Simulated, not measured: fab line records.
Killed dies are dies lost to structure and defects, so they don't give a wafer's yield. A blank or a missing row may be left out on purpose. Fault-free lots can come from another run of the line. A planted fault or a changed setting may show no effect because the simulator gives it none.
Comparing a struck lot with a sound one    flow sky130    35 steps out of a route of 708
Sound: the wafers L779.2, L779.3, L779.5. Wafers L784.4, L784.5, L784.6 were the ones struck. The cause comes at the end.
Per side, at each step with rows, come the tool, then ch with its chambers, and then its first start. Under that, the readings that differ: sound wafers    struck wafers    difference of the means    sigmas: that difference in standard deviations of wafers without a fault.
alike: readings with means less than 2 such deviations apart, plus words and numbers identical on both sides. not compared: withheld readings, readings lacking a value on some wafer, bounds such as >300 that could conceal the same value, and numbers that have no deviation in the record and whose values overlap.
Wherever a step has rows on one side only, a row that says differs or no value, or a row with sigmas, the two part there. Numbers that don't overlap but have no deviation are shown without sigmas and don't part them. Lack of a reading on every wafer of one side parts them only where that side has two or more wafers.

first, 10 steps without rows for these wafers: SKY_CONTACT_STRIP_19 (strips in O2/N2); SKY_CONTACT_STRIP_20 (strips in post etch residue remover, time 1200 s); SKY_CONTACT_CLEAN_21 (cleans in IPA, time 180 s); SKY_CONTACT_CLEAN_22 (cleans in O3/DIW); SKY_CONTACT_SPUTTER_23 (material TiN, target thk 20 nm, time 80 s); SKY_CONTACT_CVD_24 (deposits W, target thk 340 nm, time 102.12 s); SKY_CONTACT_CMP_27 (polishes, stops on SiO2, t overpolish 15 s, target thk 0 nm); SKY_METAL1_SPUTTER_00 (material Ti, target thk 15 nm, time 10 s); SKY_METAL1_SPUTTER_01 (material TiN, target thk 20 nm, time 16.7 s); SKY_METAL1_SPUTTER_02 (material AlCu, target thk 250 nm, time 13.3 s).
SKY_METAL1_SPUTTER_03: material Ti, target thk 5 nm, time 3.3 s.
  sound on pvd sputter-04, day 34 00:05; struck on pvd sputter-04, day 37 12:41
  alike: throttle valve pct
then, 23 steps without rows for these wafers: SKY_METAL1_SPUTTER_04 (material TiN, target thk 70 nm, time 58.3 s); SKY_METAL1_DEHYDRATE_07 (time 60 s); SKY_METAL1_HMDS_08 (prime time 60 s); SKY_METAL1_COAT_09 (resist thk 60 nm); SKY_METAL1_COAT_10 (resist thk 450 nm); SKY_METAL1_SOFTBAKE_11 (time 90 s); SKY_METAL1_EXPOSE_12 (exposes mask MM1, target cd 140 nm); SKY_METAL1_PEB_13; SKY_METAL1_DEVELOP_14 (develop time 60 s); SKY_METAL1_DESCUM_17 (chemistry O2, time 8 s); SKY_METAL1_ETCH_18 (etches BARC in N2/H2, stops on SiO2, time 45.9 s, target depth 60 nm); SKY_METAL1_METAL_ETCH_19 (etches the open film in Cl2/BCl3, stops on SiO2, target depth 360 nm, time 78 s); SKY_METAL1_STRIP_20 (strips in O2/N2); SKY_METAL1_STRIP_21 (strips in post etch residue remover, time 1200 s); SKY_METAL1_CLEAN_22 (cleans in IPA, time 180 s); SKY_METAL1_CLEAN_23 (cleans in O3/DIW); SKY_VIA1_HDPCVD_00 (deposits SiO2, target thk 1030 nm, time 171.7 s); SKY_VIA1_CMP_02 (polishes SiO2); SKY_VIA1_DEHYDRATE_04 (time 60 s); SKY_VIA1_HMDS_05 (prime time 60 s); SKY_VIA1_COAT_06 (resist thk 60 nm); SKY_VIA1_COAT_07 (resist thk 450 nm); SKY_VIA1_SOFTBAKE_08 (time 90 s).
-- the record jumps here: 13 days lie between the struck wafers' starts before and after (it left off in module VIA1 and takes up again in module PAD_OPEN, whose first step shown is number 708 of the route) --
SKY_PAD_OPEN_PROBE_99:
  sound on prober-01, day 49 15:06; struck on prober-01, day 50 04:37
reading                                sound                struck             difference  sigmas
defect limited yield (%)               82.3 82.5 79.1       76.0 72.2 68.9     -8.9        -4
killed_at_M0_to_M3                     40 46 58             67 105 118         +49         +7
killed_at_M4_up                        5 5 3                1 0 1              -4          -2
killed dies                            87 86 103            118 137 153        +44         +5
sort_bin_3_pad_short (%)               0.6 0.6 1.0          3.0 3.7 5.1        +3.2        +7
sort_bin_5_function (%)                9.8 10.8 11.2        15.2 17.3 19.7     +6.8        +5
sort n pass                            405 406 389          374 355 339        -44         -5
sort yield pct (%)                     82.3 82.5 79.1       76.0 72.2 68.9     -8.9        -4
model.etest.tester.sort n pass         405 406 389          374 355 339        -44         
model.etest.tester.sort yield pct (%)  82.32 82.52 79.06    76.02 72.15 68.9   -8.94       
model.etest.tester.sort_bin_5_pct (%)  9.756 10.77 11.18    15.24 17.28 19.72  +6.84       
model.etest.tester.sort_bin_3_pct (%)  0.6098 0.6098 1.016  3.049 3.659 5.081  +3.184      
  alike: killed at contacts, killed at front end, killed at other, killed open, killed short, sort_bin_6_memory

== WHERE THEY PART ==
SKY_PAD_OPEN_PROBE_99 only, going by this record.

WHY: the cause the simulator had injected
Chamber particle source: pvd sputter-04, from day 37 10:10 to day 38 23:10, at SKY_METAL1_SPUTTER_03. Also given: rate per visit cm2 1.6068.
